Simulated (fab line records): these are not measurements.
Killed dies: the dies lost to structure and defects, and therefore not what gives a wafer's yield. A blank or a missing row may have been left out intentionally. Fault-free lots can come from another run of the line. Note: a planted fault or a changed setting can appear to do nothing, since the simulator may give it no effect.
Comparing a struck lot with a sound one + flow sfq_line + 14 out of 325 route steps
Sound: these wafers, L115.1, L115.3, L115.5. Wafers struck: L999.1, L999.5, L999.6. At the end, the cause is stated.
For every step that has rows: the tool of each side, followed by ch and its chambers, followed by its first start. Under that, the readings that differ: sound wafers + struck wafers + difference of the means + sigmas: that difference in standard deviations of wafers without a fault.
alike: words and numbers the same on both sides, and readings whose means are apart by under 2 such deviations; not compared: readings that were withheld, readings missing a value for some wafer, numbers with overlapping values and no deviation given by the record, and bounds like >300 which may hide the same value.
Wherever a step has rows on one side only, a row that says differs or no value, or a row with sigmas, the two part there. Non-overlapping numbers with no deviation appear without sigmas and do not part them. A reading missing from all wafers of one side parts the sides only when that side holds two or more wafers.

first, 6 steps without rows for these wafers: SFQ_TRILAYER_M3_LITHO_COAT_080 (resist thk 62 nm); SFQ_TRILAYER_M3_LITHO_COAT_075 (resist thk 600 nm); SFQ_TRILAYER_M3_LITHO_SOFTBAKE_079; SFQ_TRILAYER_M3_LITHO_EXPOSE_076 (exposes mask M3, target cd 500 nm); SFQ_TRILAYER_M3_LITHO_PEB_078 (peb time 60 s); SFQ_TRILAYER_M3_LITHO_DEVELOP_077 (time 60 s).
SFQ_M3_OVL_MEAS_921:
  sound on overlay-01, day 40 08:14; struck on overlay-01, day 32 18:01
  alike: M3_OVL
SFQ_TRILAYER_M3_BARC_OPEN_METAL_ETCH_100: etches BARC in O2, target depth 125 nm, time 41.7 s.
  sound on rie_metal-02 ch 1, day 40 08:16; struck on rie_metal-02 ch 0, day 32 18:04
| reading                     | sound       | struck      | difference | sigmas |
|-----------------------------|-------------|-------------|------------|--------|
| drypump_motor_current_A (A) | 4.7 4.7 4.7 | 5.7 5.7 5.7 | +1.0       | +3     |
  alike: oes_product_au
  not compared: rf_hours_counter_h
SFQ_TRILAYER_M3_ETCH_METAL_ETCH_078: etches Nb in Cl2/Ar, stops on SiO2, target depth 240 nm, time 120 s.
  sound on rie_metal-02 ch 1, day 40 08:20; struck on rie_metal-02 ch 0, day 32 18:11
| reading                     | sound       | struck      | difference | sigmas |
|-----------------------------|-------------|-------------|------------|--------|
| drypump_motor_current_A (A) | 4.7 4.7 4.7 | 5.7 5.7 5.7 | +1.0       | +3     |
  alike: oes_product_au
  not compared: rf_hours_counter_h
SFQ_TRILAYER_M3_STRIP_STRIP_079: strips in O2.
  sound on rie_metal-02 ch 1, day 40 08:28; struck on rie_metal-02 ch 0, day 32 18:26
| reading                     | sound       | struck      | difference | sigmas |
|-----------------------------|-------------|-------------|------------|--------|
| drypump_motor_current_A (A) | 4.7 4.7 4.7 | 5.7 5.7 5.7 | +1.0       | +3     |
  alike: oes_product_au
  not compared: rf_hours_counter_h
then, 1 step without rows for these wafers: SFQ_TRILAYER_M3_STRIP_SOLV_CLEAN_080 (cleans in NMP, time 600 s).
SFQ_TRILAYER_I3_DEP_PECVD_081: deposits SiO2 from SiH4/N2O, time 111.11 s, target thk 500 nm.
  sound on pecvd-02 ch 0,1, day 40 09:14; struck on pecvd-03 ch 1,2, day 32 19:48
  alike: heater_power_w, throttle_valve_pct
SFQ_TRILAYER_I3_CMP_CMP_082: polishes SiO2.
  sound on cmp-01 ch 0,1,3, day 41 10:52; struck on cmp-01 ch 0,1,2, day 33 02:20
| reading                 | sound             | struck            | difference | sigmas |
|-------------------------|-------------------|-------------------|------------|--------|
| head_pressure_psi (psi) | 2.991 3.000 3.002 | 3.380 3.374 3.377 | +0.379     | +58    |
| time_to_endpoint_s (s)  | 211 214 218       | 194 195 196       | -19        | -3     |
  alike: motor_current_A
SFQ_I3_BOW_MEAS_922:
  sound on film_metro-01, day 41 12:52; struck on film_metro-01, day 33 03:50
  alike: I3_BOW

== WHERE THEY PART ==
At SFQ_TRILAYER_M3_BARC_OPEN_METAL_ETCH_100 first; at SFQ_TRILAYER_I3_CMP_CMP_082 last (within this record only). Later steps at which nothing parts them and some readings are alike: SFQ_I3_BOW_MEAS_922.

WHY: whatever the simulator had introduced
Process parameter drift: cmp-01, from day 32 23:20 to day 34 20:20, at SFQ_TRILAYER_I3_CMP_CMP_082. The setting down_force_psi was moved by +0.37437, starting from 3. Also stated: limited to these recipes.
